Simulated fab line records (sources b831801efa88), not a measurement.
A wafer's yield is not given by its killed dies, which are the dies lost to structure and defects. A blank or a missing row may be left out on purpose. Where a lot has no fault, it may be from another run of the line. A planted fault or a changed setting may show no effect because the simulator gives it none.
Matching of chambers | flow sky130 | cmp-02 running SKY_VIA3_CMP_02: 4 sister chambers
The step polishes SiO2. 8 wafers are shown with their chamber, then 7 later ones without.

== WAFERS, EACH WITH ITS CHAMBER ==
wafer  | chamber | motor_current_A (A) | edge_zone_pressure_frac
L600.4 | 0       | 10.4                | 1.003
L600.6 | 3       | 11.0                | 1.000
L601.3 | 2       | 14.1                | 0.999
L602.1 | 1       | 12.5                | 0.997
L602.5 | 1       | 12.4                | 1.000
L602.6 | 0       | 10.3                | 0.997
L607.2 | 3       | 10.7                | 0.999
L607.3 | 2       | 14.1                | 0.990

== WAFERS MISSING THEIR CHAMBER ==
wafer  | motor_current_A (A) | edge_zone_pressure_frac
L607.6 | 13.9                | 1.000
L612.1 | 13.4                | 1.000
L612.2 | 10.4                | 1.000
L612.5 | 9.9                 | 1.000
L614.1 | 10.2                | 0.995
L614.4 | 11.4                | 1.000
L614.6 | 12.7                | 1.003

== WHICH CHAMBER EACH WENT THROUGH ==
wafer  | from the rows above     | in truth
L607.6 | 2                       | 2
L612.1 | can't be placed: 2 or 1 | 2
L612.2 | 0                       | 0
L612.5 | 0                       | 0
L614.1 | 0                       | 0
L614.4 | 3                       | 3
L614.6 | 1                       | 1
Correct placement for 6 of the 7. From these rows, 1 cannot be placed; in 1 the true chamber is one of the candidates. 0 placed wrongly.
How it was worked out, from the rows above alone: a wafer's distance from a chamber is the root of the sum, over the readings, of the square of ((its reading less the chamber's mean) divided by the reading's scatter). The wafer belongs to the nearest chamber; if the next one is less than 2 further off, it can't be placed. A chamber's mean is the mean of its shown wafers. The scatter: take each reading less its chamber's mean, square it, sum over the shown wafers, divide by the number of wafers less the number of chambers, and take the root.
